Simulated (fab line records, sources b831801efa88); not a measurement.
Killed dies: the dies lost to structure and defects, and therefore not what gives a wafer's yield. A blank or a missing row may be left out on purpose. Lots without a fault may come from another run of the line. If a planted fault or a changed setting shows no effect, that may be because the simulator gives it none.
fab line records -- flow sky130 -- part 1 of 2: steps 1 to 31 of 43
[record] lots = 5, wafers = 15, lastDay = 49
route steps=708 shown VT_ADJUST_LVTN@109 VT_ADJUST_NCORE@119 VT_ADJUST_HVTR@131 VT_ADJUST_PCH@143
lots untouched by any fault: they come from a run of this same line in which no faults occurred
startH: hours from the record's opening day to when the first of the lot's shown wafers began -- waitH: time in hours since the lot's previous step -- " unchanged from the row above -- L1.1+2: a row that stands for several wafers -- - no value present, or no start provided -- * or withheld: withheld -- < > ~ a bound
route shown NAME@n: a module of which the file shows steps, and the number in the route of the first -- usual: mean and standard deviation over wafers with no fault -- same: alike in all rows -- chamber/n: place in a boat -- sites: readings site by site -- _std_site: the values' standard deviation -- _edge_site: the outer-site mean with the inner-site mean subtracted -- radiusMm: for every site, how far away it sits from the centre of the wafer -- mask NAME#n: copy n -- behind: the most recent tool/chamber to have shaped the wafer -- hold: cause of the lot's hold/its duration in hours/its outcome -- device: names the non-switching transistor (n, p or np) -- end of line: the tests these same wafers got at the end of their route -- step lacking rows: just its recipe -- killed: count of dies lost to structure and defects at first sort (not the wafer's yield) -- map: the dies of a wafer, with x for killed, . for not killed, _ for no die there
set.NAME: the setting that was run; set.NAME@STEP: the one run at that earlier step -- model.NAME: the simulator's own value behind a step, which no gauge read
certain route steps with their lots: each step a table, each wafer a row
services: when a tool's chamber went out of use (startH, in hours from the record's first day, below 0 if earlier), for how many hours, and the reason
[[steps]]
[step SKY_VT_ADJUST_LVTN_HMDS_12]
[recipe] primeTimeS = 60, primeTempC = 120
lot.wafer,tool,chamber,startH,waitH
L077.1+4+6,lithoTrack-02,0,172.31,0.1
L084.1+2+5,lithoTrack-02,0,217.61,0.1
L087.1+3+5,lithoTrack-03,0,245.12,0.1
L089.1+4+6,lithoTrack-03,0,251.52,0.1
L090.1+2+6,lithoTrack-01,0,257.85,0.1
[step SKY_VT_ADJUST_LVTN_COAT_13]
[recipe] resist = NOVOLAK, spinRpm = 3000, resistThkNm = 1140
[usual] spinSpeedRpm = 3000.1/2.2
lot.wafer,tool,chamber,startH,waitH,spinSpeedRpm
L077.1,lithoTrack-02,0,172.46,0.1,3002.4
L077.4,lithoTrack-02,0,172.46,0.1,3000.8
L077.6,lithoTrack-02,0,172.46,0.1,3003.9
L084.1,lithoTrack-02,0,217.76,0.1,3003.7
L084.2,lithoTrack-02,0,217.76,0.1,3003.4
L084.5,lithoTrack-02,0,217.76,0.1,3002.7
L087.1,lithoTrack-03,0,245.27,0.1,3004.7
L087.3,lithoTrack-03,0,245.27,0.1,3000.6
L087.5,lithoTrack-03,0,245.27,0.1,3000.9
L089.1,lithoTrack-03,0,251.67,0.1,3000.4
L089.4,lithoTrack-03,0,251.67,0.1,3001.1
L089.6,lithoTrack-03,0,251.67,0.1,2997.7
L090.1,lithoTrack-01,0,258.00,0.1,3001.8
L090.2,lithoTrack-01,0,258.00,0.1,3000.7
L090.6,lithoTrack-01,0,258.00,0.1,3000.7
[step SKY_VT_ADJUST_LVTN_SOFTBAKE_14]
[recipe] tempC = 90, timeS = 60, resist = NOVOLAK
[usual] plateTempC = 89.99/0.13
lot.wafer,tool,chamber,startH,waitH,plateTempC
L077.1,lithoTrack-02,0,172.61,0.1,89.95
L077.4,lithoTrack-02,0,172.61,0.1,90.02
L077.6,lithoTrack-02,0,172.61,0.1,90.07
L084.1,lithoTrack-02,0,217.91,0.1,90.18
L084.2,lithoTrack-02,0,217.91,0.1,90.16
L084.5,lithoTrack-02,0,217.91,0.1,90.09
L087.1,lithoTrack-03,0,245.42,0.1,89.81
L087.3,lithoTrack-03,0,245.42,0.1,89.82
L087.5,lithoTrack-03,0,245.42,0.1,89.80
L089.1,lithoTrack-03,0,251.82,0.1,89.93
L089.4,lithoTrack-03,0,251.82,0.1,90.28
L089.6,lithoTrack-03,0,251.82,0.1,89.98
L090.1,lithoTrack-01,0,258.15,0.1,90.03
L090.2,lithoTrack-01,0,258.15,0.1,90.01
L090.6,lithoTrack-01,0,258.15,0.1,89.95
[step SKY_VT_ADJUST_LVTN_EXPOSE_15]
[recipe] maskId = HVN_STD_DERIVED, na = 0.6, sourceShape = conventional, sigmaOuter = 0.6, polarization = unpolarized, targetCdNm = 600, doseMj = 163
lot.wafer,tool,chamber,startH,waitH,mask
L077.1+4+6,ilineStepper-01,0,-,-,HVN_STD_DERIVED#0
L084.1+2+5,ilineStepper-01,0,-,-,HVN_STD_DERIVED#0
L087.1+3+5,ilineStepper-02,0,-,-,HVN_STD_DERIVED#0
L089.1+4+6,ilineStepper-01,0,-,-,HVN_STD_DERIVED#0
L090.1+2+6,ilineStepper-01,0,-,-,HVN_STD_DERIVED#0
[step SKY_VT_ADJUST_LVTN_PEB_16]
[recipe] tempC = withheld, timeS = *, resist = NOVOLAK
lot.wafer,tool,chamber,startH,waitH
L077.1+4+6,lithoTrack-02,0,-,-
L084.1+2+5,lithoTrack-01,0,-,-
L087.1+3+5,lithoTrack-02,0,-,-
L089.1+4+6,lithoTrack-03,0,-,-
L090.1+2+6,lithoTrack-01,0,-,-
[step SKY_VT_ADJUST_LVTN_DEVELOP_17]
[recipe] resist = NOVOLAK, developer = TMAH, developTimeS = 60, devTempC = 23
lot.wafer,tool,chamber,startH,waitH
L077.1+4+6,lithoTrack-02,0,183.01,0.1
L084.1+2+5,lithoTrack-01,0,228.55,0.1
L087.1+3+5,lithoTrack-02,0,257.11,0.1
L089.1+4+6,lithoTrack-03,0,263.62,0.1
L090.1+2+6,lithoTrack-01,0,269.70,0.1
[step SKY_VT_ADJUST_LVTN_OVL_MEAS_18]
[usual] VT_ADJUST_LVTN_01_OVL = 0.0/1.5
lot.wafer,tool,chamber,startH,waitH,VT_ADJUST_LVTN_01_OVL[nm]
L077.1,overlay-01,-,183.16,0.1,4.2
L077.4,overlay-01,-,183.16,0.1,0.9
L077.6,overlay-01,-,183.16,0.1,1.0
L084.1,overlay-01,-,228.70,0.1,4.0
L084.2,overlay-01,-,228.70,0.1,1.9
L084.5,overlay-01,-,228.70,0.1,1.8
L087.1,overlay-01,-,257.26,0.1,1.0
L087.3,overlay-01,-,257.26,0.1,0.4
L087.5,overlay-01,-,257.26,0.1,1.3
L089.1,overlay-02,-,263.77,0.1,-0.5
L089.4,overlay-02,-,263.77,0.1,-1.1
L089.6,overlay-02,-,263.77,0.1,-0.3
L090.1,overlay-02,-,269.85,0.1,1.5
L090.2,overlay-02,-,269.85,0.1,-1.2
L090.6,overlay-02,-,269.85,0.1,-0.8
[step SKY_VT_ADJUST_LVTN_IMPLANT_19]
[recipe] species = B, energyKev = 30, doseCm2 = 6.5e+11, tiltDeg = withheld
lot.wafer,tool,chamber,startH,waitH
L077.1+4+6,implanter-03,0,183.20,0.0
L084.1+2+5,implanter-03,0,228.74,0.0
L087.1+3+5,implanter-01,0,257.30,0.0
L089.1+4+6,implanter-02,0,263.81,0.0
L090.1+2+6,implanter-01,0,269.89,0.0
[step SKY_VT_ADJUST_LVTN_STRIP_20]
[recipe] chemistry = O2/N2, powerW = 1400, pressureMtorr = 1500, platenTempC = withheld, o2FlowSccm = 3000, n2FlowSccm = 300, overashFraction = 0.5
[usual] drypumpMotorCurrentA = 5.9/0.62, oesProductAu = 0.716/0.0053, stripTimeToEndpointS = 14.20/0.04
lot.wafer,tool,chamber,startH,waitH,drypumpMotorCurrentA,oesProductAu,rfHoursCounterH,stripTimeToEndpointS
L077.1,plasmaAsher-04,1,183.35,0.1,6.7,0.707,53,14.17
L077.4,plasmaAsher-04,1,183.35,0.1,6.7,0.715,-,14.17
L077.6,plasmaAsher-04,1,183.35,0.1,6.7,0.714,-,14.18
L084.1,plasmaAsher-03,1,228.89,0.1,5.3,0.713,10,14.21
L084.2,plasmaAsher-03,0,228.89,0.1,6.2,0.715,10,14.19
L084.5,plasmaAsher-03,0,228.89,0.1,6.2,0.716,-,14.24
L087.1,plasmaAsher-03,1,257.45,0.1,5.3,0.722,13,14.20
L087.3,plasmaAsher-03,1,257.45,0.1,5.3,0.713,-,14.19
L087.5,plasmaAsher-03,1,257.45,0.1,5.2,0.718,-,14.16
L089.1,plasmaAsher-04,1,263.96,0.1,6.7,0.716,61,14.18
L089.4,plasmaAsher-04,0,263.96,0.1,5.2,0.715,-,14.23
L089.6,plasmaAsher-04,1,263.96,0.1,6.7,0.718,-,14.18
L090.1,plasmaAsher-04,0,270.04,0.1,5.2,0.710,61,14.25
L090.2,plasmaAsher-04,1,270.04,0.1,6.7,0.722,61,14.23
L090.6,plasmaAsher-04,1,270.04,0.1,6.7,0.723,-,14.23
[step SKY_VT_ADJUST_LVTN_TW_MEAS_21]
[usual] VT_ADJUST_LVTN_2_TW = 189.2/1.8
lot.wafer,tool,chamber,startH,waitH,VT_ADJUST_LVTN_2_TW
L077.1,filmMetro-02,-,183.45,0.1,191.4
L077.4,filmMetro-02,-,183.45,0.1,191.2
L077.6,filmMetro-02,-,183.45,0.1,191.6
L084.1,filmMetro-04,-,228.99,0.1,190.1
L084.2,filmMetro-04,-,228.99,0.1,190.3
L084.5,filmMetro-04,-,228.99,0.1,190.7
L087.1,filmMetro-02,-,257.55,0.1,190.3
L087.3,filmMetro-02,-,257.55,0.1,189.8
L087.5,filmMetro-02,-,257.55,0.1,190.9
L089.1,filmMetro-02,-,264.06,0.1,189.3
L089.4,filmMetro-02,-,264.06,0.1,189.3
L089.6,filmMetro-02,-,264.06,0.1,189.3
L090.1,filmMetro-02,-,270.14,0.1,188.9
L090.2,filmMetro-02,-,270.14,0.1,189.9
L090.6,filmMetro-02,-,270.14,0.1,189.5
[step SKY_VT_ADJUST_NCORE_DEHYDRATE_00]
[recipe] tempC = 200, timeS = 60
[usual] plateTempC = 200.02/0.15
lot.wafer,tool,chamber,startH,waitH,plateTempC
L077.1,lithoTrack-03,0,193.62,10.2,199.87
L077.4,lithoTrack-03,0,193.62,10.2,199.94
L077.6,lithoTrack-03,0,193.62,10.2,199.91
L084.1,lithoTrack-03,0,239.82,10.8,200.18
L084.2,lithoTrack-03,0,239.82,10.8,200.15
L084.5,lithoTrack-03,0,239.82,10.8,200.25
L087.1,lithoTrack-03,0,268.72,11.2,199.90
L087.3,lithoTrack-03,0,268.72,11.2,200.14
L087.5,lithoTrack-03,0,268.72,11.2,199.99
L089.1,lithoTrack-03,0,275.82,11.8,199.95
L089.4,lithoTrack-03,0,275.82,11.8,200.06
L089.6,lithoTrack-03,0,275.82,11.8,200.22
L090.1,lithoTrack-01,0,281.25,11.1,200.17
L090.2,lithoTrack-01,0,281.25,11.1,199.87
L090.6,lithoTrack-01,0,281.25,11.1,200.15
[step SKY_VT_ADJUST_NCORE_HMDS_01]
[recipe] primeTimeS = 60, primeTempC = 120
lot.wafer,tool,chamber,startH,waitH
L077.1+4+6,lithoTrack-03,0,193.77,0.1
L084.1+2+5,lithoTrack-03,0,239.97,0.1
L087.1+3+5,lithoTrack-03,0,268.87,0.1
L089.1+4+6,lithoTrack-03,0,275.97,0.1
L090.1+2+6,lithoTrack-01,0,281.40,0.1
[step SKY_VT_ADJUST_NCORE_COAT_02]
[recipe] resist = NOVOLAK, spinRpm = 3000, resistThkNm = 1140
[usual] spinSpeedRpm = 2999.8/1.8
lot.wafer,tool,chamber,startH,waitH,spinSpeedRpm
L077.1,lithoTrack-03,0,193.92,0.1,3000.1
L077.4,lithoTrack-03,0,193.92,0.1,3003.2
L077.6,lithoTrack-03,0,193.92,0.1,2999.7
L084.1,lithoTrack-03,0,240.12,0.1,3000.2
L084.2,lithoTrack-03,0,240.12,0.1,2999.3
L084.5,lithoTrack-03,0,240.12,0.1,3002.2
L087.1,lithoTrack-03,0,269.02,0.1,3001.5
L087.3,lithoTrack-03,0,269.02,0.1,3001.5
L087.5,lithoTrack-03,0,269.02,0.1,2999.5
L089.1,lithoTrack-03,0,276.12,0.1,2998.2
L089.4,lithoTrack-03,0,276.12,0.1,2997.0
L089.6,lithoTrack-03,0,276.12,0.1,2999.1
L090.1,lithoTrack-01,0,281.55,0.1,3000.0
L090.2,lithoTrack-01,0,281.55,0.1,2999.5
L090.6,lithoTrack-01,0,281.55,0.1,3000.9
[step SKY_VT_ADJUST_NCORE_SOFTBAKE_03]
[recipe] tempC = 90, timeS = 60, resist = NOVOLAK
[usual] plateTempC = 90.00/0.12
lot.wafer,tool,chamber,startH,waitH,plateTempC
L077.1,lithoTrack-03,0,194.07,0.1,89.84
L077.4,lithoTrack-03,0,194.07,0.1,90.08
L077.6,lithoTrack-03,0,194.07,0.1,89.78
L084.1,lithoTrack-03,0,240.27,0.1,90.25
L084.2,lithoTrack-03,0,240.27,0.1,90.25
L084.5,lithoTrack-03,0,240.27,0.1,90.17
L087.1,lithoTrack-03,0,269.17,0.1,89.87
L087.3,lithoTrack-03,0,269.17,0.1,90.03
L087.5,lithoTrack-03,0,269.17,0.1,89.98
L089.1,lithoTrack-03,0,276.27,0.1,90.00
L089.4,lithoTrack-03,0,276.27,0.1,90.08
L089.6,lithoTrack-03,0,276.27,0.1,90.18
L090.1,lithoTrack-01,0,281.70,0.1,90.02
L090.2,lithoTrack-01,0,281.70,0.1,90.11
L090.6,lithoTrack-01,0,281.70,0.1,90.01
[step SKY_VT_ADJUST_NCORE_EXPOSE_04]
[recipe] maskId = LVTN_COMPLEMENT_THIN, na = 0.6, sourceShape = conventional, sigmaOuter = 0.6, polarization = unpolarized, targetCdNm = 380, doseMj = 139
lot.wafer,tool,chamber,startH,waitH,mask
L077.1+4+6,ilineStepper-02,0,-,-,LVTN_COMPLEMENT_THIN#0
L084.1+2+5,ilineStepper-01,0,-,-,LVTN_COMPLEMENT_THIN#0
L087.1+3+5,ilineStepper-02,0,-,-,LVTN_COMPLEMENT_THIN#0
L089.1+4+6,ilineStepper-02,0,-,-,LVTN_COMPLEMENT_THIN#0
L090.1+2+6,ilineStepper-02,0,-,-,LVTN_COMPLEMENT_THIN#0
[step SKY_VT_ADJUST_NCORE_PEB_05]
[recipe] tempC = withheld, timeS = *, resist = NOVOLAK
lot.wafer,tool,chamber,startH,waitH
L077.1+4+6,lithoTrack-03,0,-,-
L084.1+2+5,lithoTrack-01,0,-,-
L087.1+3+5,lithoTrack-01,0,-,-
L089.1+4+6,lithoTrack-01,0,-,-
L090.1+2+6,lithoTrack-03,0,-,-
[step SKY_VT_ADJUST_NCORE_DEVELOP_06]
[recipe] resist = NOVOLAK, developer = TMAH, developTimeS = 60, devTempC = 23
lot.wafer,tool,chamber,startH,waitH
L077.1+4+6,lithoTrack-03,0,204.82,0.1
L084.1+2+5,lithoTrack-01,0,251.55,0.1
L087.1+3+5,lithoTrack-01,0,280.75,0.1
L089.1+4+6,lithoTrack-01,0,287.65,0.1
L090.1+2+6,lithoTrack-03,0,293.57,0.1
[step SKY_VT_ADJUST_NCORE_CD_MEAS_07]
[recipe] targetCdNm = 380
[usual] cdNm = 379.7/2
lot.wafer,tool,chamber,startH,waitH,cdNm
L077.1,cdSem-02,-,204.97,0.1,379.9
L077.4,cdSem-02,-,204.97,0.1,375.6
L077.6,cdSem-02,-,204.97,0.1,378.7
L084.1,cdSem-01,-,251.70,0.1,377.3
L084.2,cdSem-01,-,251.70,0.1,378.3
L084.5,cdSem-01,-,251.70,0.1,377.5
L087.1,cdSem-02,-,280.90,0.1,378.9
L087.3,cdSem-02,-,280.90,0.1,379.0
L087.5,cdSem-02,-,280.90,0.1,379.8
L089.1,cdSem-02,-,287.80,0.1,378.2
L089.4,cdSem-02,-,287.80,0.1,378.0
L089.6,cdSem-02,-,287.80,0.1,380.0
L090.1,cdSem-01,-,293.72,0.1,382.4
L090.2,cdSem-01,-,293.72,0.1,381.0
L090.6,cdSem-01,-,293.72,0.1,382.6
[step SKY_VT_ADJUST_NCORE_OVL_MEAS_08]
[usual] VT_ADJUST_NCORE_OVL = 0.4/1.4
lot.wafer,tool,chamber,startH,waitH,VT_ADJUST_NCORE_OVL[nm]
L077.1,overlay-01,-,205.09,0.1,0.0
L077.4,overlay-01,-,205.09,0.1,0.9
L077.6,overlay-01,-,205.09,0.1,1.1
L084.1,overlay-02,-,251.82,0.1,0.1
L084.2,overlay-02,-,251.82,0.1,1.1
L084.5,overlay-02,-,251.82,0.1,2.9
L087.1,overlay-01,-,281.02,0.1,-1.0
L087.3,overlay-01,-,281.02,0.1,0.7
L087.5,overlay-01,-,281.02,0.1,0.4
L089.1,overlay-01,-,287.92,0.1,1.5
L089.4,overlay-01,-,287.92,0.1,3.0
L089.6,overlay-01,-,287.92,0.1,1.6
L090.1,overlay-02,-,293.84,0.1,-0.5
L090.2,overlay-02,-,293.84,0.1,-2.5
L090.6,overlay-02,-,293.84,0.1,-1.3
[step SKY_VT_ADJUST_NCORE_IMPLANT_09]
[recipe] species = B, energyKev = 10, doseCm2 = 2.4e+12, tiltDeg = withheld
lot.wafer,tool,chamber,startH,waitH
L077.1+4+6,implanter-01,0,205.13,0.0
L084.1+2+5,implanter-01,0,251.86,0.0
L087.1+3+5,implanter-01,0,281.06,0.0
L089.1+4+6,implanter-01,0,287.96,0.0
L090.1+2+6,implanter-04,0,293.88,0.0
[step SKY_VT_ADJUST_NCORE_STRIP_10]
[recipe] chemistry = O2/N2, powerW = 1400, pressureMtorr = 1500, platenTempC = withheld, o2FlowSccm = 3000, n2FlowSccm = 300, overashFraction = 0.5
[usual] drypumpMotorCurrentA = 5.6/0.64, oesProductAu = 0.715/0.0047, stripTimeToEndpointS = 14.18/0.04
lot.wafer,tool,chamber,startH,waitH,drypumpMotorCurrentA,oesProductAu,rfHoursCounterH,stripTimeToEndpointS
L077.1,plasmaAsher-01,1,205.28,0.1,5.2,0.711,52,14.20
L077.4,plasmaAsher-01,0,205.28,0.1,4.9,0.711,-,14.22
L077.6,plasmaAsher-01,0,205.28,0.1,4.9,0.715,-,14.19
L084.1,plasmaAsher-03,0,252.01,0.1,6.2,0.712,12,14.12
L084.2,plasmaAsher-03,1,252.01,0.1,5.3,0.717,12,14.17
L084.5,plasmaAsher-03,1,252.01,0.1,5.3,0.707,-,14.14
L087.1,plasmaAsher-04,1,281.21,0.1,6.7,0.718,62,14.28
L087.3,plasmaAsher-04,1,281.21,0.1,6.7,0.700,-,14.23
L087.5,plasmaAsher-04,0,281.21,0.1,5.1,0.726,-,14.25
L089.1,plasmaAsher-04,1,288.11,0.1,6.7,0.714,63,14.18
L089.4,plasmaAsher-04,1,288.11,0.1,6.7,0.721,-,14.16
L089.6,plasmaAsher-04,0,288.11,0.1,5.2,0.715,-,14.23
L090.1,plasmaAsher-03,0,294.03,0.1,6.2,0.721,16,14.19
L090.2,plasmaAsher-03,1,294.03,0.1,5.3,0.711,16,14.17
L090.6,plasmaAsher-03,1,294.03,0.1,5.3,0.714,-,14.24
[step SKY_VT_ADJUST_NCORE_TW_MEAS_11]
[usual] VT_ADJUST_NCORE_TW = 221.5/1.4
lot.wafer,tool,chamber,startH,waitH,VT_ADJUST_NCORE_TW
L077.1,filmMetro-04,-,205.38,0.1,221.9
L077.4,filmMetro-04,-,205.38,0.1,221.2
L077.6,filmMetro-04,-,205.38,0.1,221.3
L084.1,filmMetro-01,-,252.11,0.1,220.9
L084.2,filmMetro-01,-,252.11,0.1,222.2
L084.5,filmMetro-01,-,252.11,0.1,221.3
L087.1,filmMetro-04,-,281.31,0.1,223.2
L087.3,filmMetro-04,-,281.31,0.1,221.8
L087.5,filmMetro-04,-,281.31,0.1,222.6
L089.1,filmMetro-01,-,288.21,0.1,219.2
L089.4,filmMetro-01,-,288.21,0.1,220.8
L089.6,filmMetro-01,-,288.21,0.1,219.8
L090.1,filmMetro-02,-,294.13,0.1,222.8
L090.2,filmMetro-02,-,294.13,0.1,222.6
L090.6,filmMetro-02,-,294.13,0.1,222.2
[step SKY_VT_ADJUST_HVTR_DEHYDRATE_00]
[recipe] tempC = 200, timeS = 60
[usual] plateTempC = 199.99/0.16
lot.wafer,tool,chamber,startH,waitH,plateTempC
L077.1,lithoTrack-04,0,216.18,10.8,200.01
L077.4,lithoTrack-04,0,216.18,10.8,199.84
L077.6,lithoTrack-04,0,216.18,10.8,199.77
L084.1,lithoTrack-02,0,263.11,11.0,199.83
L084.2,lithoTrack-02,0,263.11,11.0,200.03
L084.5,lithoTrack-02,0,263.11,11.0,199.82
L087.1,lithoTrack-02,0,292.66,11.3,200.00
L087.3,lithoTrack-02,0,292.66,11.3,199.99
L087.5,lithoTrack-02,0,292.66,11.3,199.89
L089.1,lithoTrack-01,0,300.65,12.4,199.88
L089.4,lithoTrack-01,0,300.65,12.4,199.91
L089.6,lithoTrack-01,0,300.65,12.4,200.10
L090.1,lithoTrack-01,0,305.85,11.7,200.00
L090.2,lithoTrack-01,0,305.85,11.7,199.76
L090.6,lithoTrack-01,0,305.85,11.7,199.87
[step SKY_VT_ADJUST_HVTR_HMDS_01]
[recipe] primeTimeS = 60, primeTempC = 120
lot.wafer,tool,chamber,startH,waitH
L077.1+4+6,lithoTrack-04,0,216.33,0.1
L084.1+2+5,lithoTrack-02,0,263.26,0.1
L087.1+3+5,lithoTrack-02,0,292.81,0.1
L089.1+4+6,lithoTrack-01,0,300.80,0.1
L090.1+2+6,lithoTrack-01,0,306.00,0.1
[step SKY_VT_ADJUST_HVTR_COAT_02]
[recipe] resist = NOVOLAK, spinRpm = 3000, resistThkNm = 1140
[usual] spinSpeedRpm = 3000.3/2
lot.wafer,tool,chamber,startH,waitH,spinSpeedRpm
L077.1,lithoTrack-04,0,216.48,0.1,3000.3
L077.4,lithoTrack-04,0,216.48,0.1,3001.5
L077.6,lithoTrack-04,0,216.48,0.1,3004.1
L084.1,lithoTrack-02,0,263.41,0.1,3001.9
L084.2,lithoTrack-02,0,263.41,0.1,3001.8
L084.5,lithoTrack-02,0,263.41,0.1,3001.3
L087.1,lithoTrack-02,0,292.96,0.1,3001.2
L087.3,lithoTrack-02,0,292.96,0.1,3000.5
L087.5,lithoTrack-02,0,292.96,0.1,3002.5
L089.1,lithoTrack-01,0,300.95,0.1,3002.3
L089.4,lithoTrack-01,0,300.95,0.1,3001.3
L089.6,lithoTrack-01,0,300.95,0.1,2999.8
L090.1,lithoTrack-01,0,306.15,0.1,2999.8
L090.2,lithoTrack-01,0,306.15,0.1,3000.7
L090.6,lithoTrack-01,0,306.15,0.1,3002.5
[step SKY_VT_ADJUST_HVTR_SOFTBAKE_03]
[recipe] tempC = 90, timeS = 60, resist = NOVOLAK
[usual] plateTempC = 89.99/0.12
lot.wafer,tool,chamber,startH,waitH,plateTempC
L077.1,lithoTrack-04,0,216.63,0.1,89.99
L077.4,lithoTrack-04,0,216.63,0.1,89.81
L077.6,lithoTrack-04,0,216.63,0.1,90.12
L084.1,lithoTrack-02,0,263.56,0.1,89.90
L084.2,lithoTrack-02,0,263.56,0.1,89.74
L084.5,lithoTrack-02,0,263.56,0.1,89.74
L087.1,lithoTrack-02,0,293.11,0.1,89.98
L087.3,lithoTrack-02,0,293.11,0.1,89.88
L087.5,lithoTrack-02,0,293.11,0.1,90.09
L089.1,lithoTrack-01,0,301.10,0.1,90.01
L089.4,lithoTrack-01,0,301.10,0.1,90.04
L089.6,lithoTrack-01,0,301.10,0.1,89.94
L090.1,lithoTrack-01,0,306.30,0.1,89.98
L090.2,lithoTrack-01,0,306.30,0.1,90.08
L090.6,lithoTrack-01,0,306.30,0.1,90.08
[step SKY_VT_ADJUST_HVTR_EXPOSE_04]
[recipe] maskId = HVTRM, targetCdNm = 380, na = 0.6, sourceShape = conventional, sigmaOuter = 0.6, doseMj = 150
lot.wafer,tool,chamber,startH,waitH,mask
L077.1+4+6,ilineStepper-01,0,-,-,HVTRM#0
L084.1+2+5,ilineStepper-01,0,-,-,HVTRM#0
L087.1+3+5,ilineStepper-02,0,-,-,HVTRM#0
L089.1+4+6,ilineStepper-02,0,-,-,HVTRM#0
L090.1+2+6,ilineStepper-01,0,-,-,HVTRM#0
[step SKY_VT_ADJUST_HVTR_PEB_05]
[recipe] tempC = withheld, timeS = *, resist = NOVOLAK
lot.wafer,tool,chamber,startH,waitH
L077.1+4+6,lithoTrack-02,0,-,-
L084.1+2+5,lithoTrack-01,0,-,-
L087.1+3+5,lithoTrack-02,0,-,-
L089.1+4+6,lithoTrack-02,0,-,-
L090.1+2+6,lithoTrack-04,0,-,-
[step SKY_VT_ADJUST_HVTR_DEVELOP_06]
[recipe] developTimeS = 60, devTempC = 23
lot.wafer,tool,chamber,startH,waitH
L077.1+4+6,lithoTrack-02,0,227.41,0.1
L084.1+2+5,lithoTrack-01,0,275.85,0.1
L087.1+3+5,lithoTrack-02,0,305.21,0.1
L089.1+4+6,lithoTrack-02,0,312.86,0.1
L090.1+2+6,lithoTrack-04,0,318.43,0.1
[step SKY_VT_ADJUST_HVTR_CD_MEAS_07]
[recipe] targetCdNm = 380
[usual] cdNm = 380.4/2.7
lot.wafer,tool,chamber,startH,waitH,cdNm
L077.1,cdSem-01,-,227.57,0.1,378.0
L077.4,cdSem-01,-,227.57,0.1,379.1
L077.6,cdSem-01,-,227.57,0.1,378.5
L084.1,cdSem-02,-,276.00,0.1,379.1
L084.2,cdSem-02,-,276.00,0.1,381.4
L084.5,cdSem-02,-,276.00,0.1,381.0
L087.1,cdSem-01,-,305.36,0.1,382.5
L087.3,cdSem-01,-,305.36,0.1,385.0
L087.5,cdSem-01,-,305.36,0.1,385.5
L089.1,cdSem-01,-,313.01,0.1,381.4
L089.4,cdSem-01,-,313.01,0.1,381.4
L089.6,cdSem-01,-,313.01,0.1,379.1
L090.1,cdSem-01,-,318.58,0.1,377.1
L090.2,cdSem-01,-,318.58,0.1,377.9
L090.6,cdSem-01,-,318.58,0.1,378.3
[step SKY_VT_ADJUST_HVTR_OVL_MEAS_08]
[usual] VT_ADJUST_HVTR_OVL = -0.2/1.5
lot.wafer,tool,chamber,startH,waitH,VT_ADJUST_HVTR_OVL[nm]
L077.1,overlay-01,-,227.69,0.1,-1.7
L077.4,overlay-01,-,227.69,0.1,-3.7
L077.6,overlay-01,-,227.69,0.1,-2.5
L084.1,overlay-01,-,276.12,0.1,0.8
L084.2,overlay-01,-,276.12,0.1,0.0
L084.5,overlay-01,-,276.12,0.1,1.7
L087.1,overlay-02,-,305.48,0.1,0.7
L087.3,overlay-02,-,305.48,0.1,0.4
L087.5,overlay-02,-,305.48,0.1,-0.5
L089.1,overlay-01,-,313.13,0.1,-0.5
L089.4,overlay-01,-,313.13,0.1,0.0
L089.6,overlay-01,-,313.13,0.1,-1.1
L090.1,overlay-02,-,318.70,0.1,-1.8
L090.2,overlay-02,-,318.70,0.1,-2.3
L090.6,overlay-02,-,318.70,0.1,-0.8
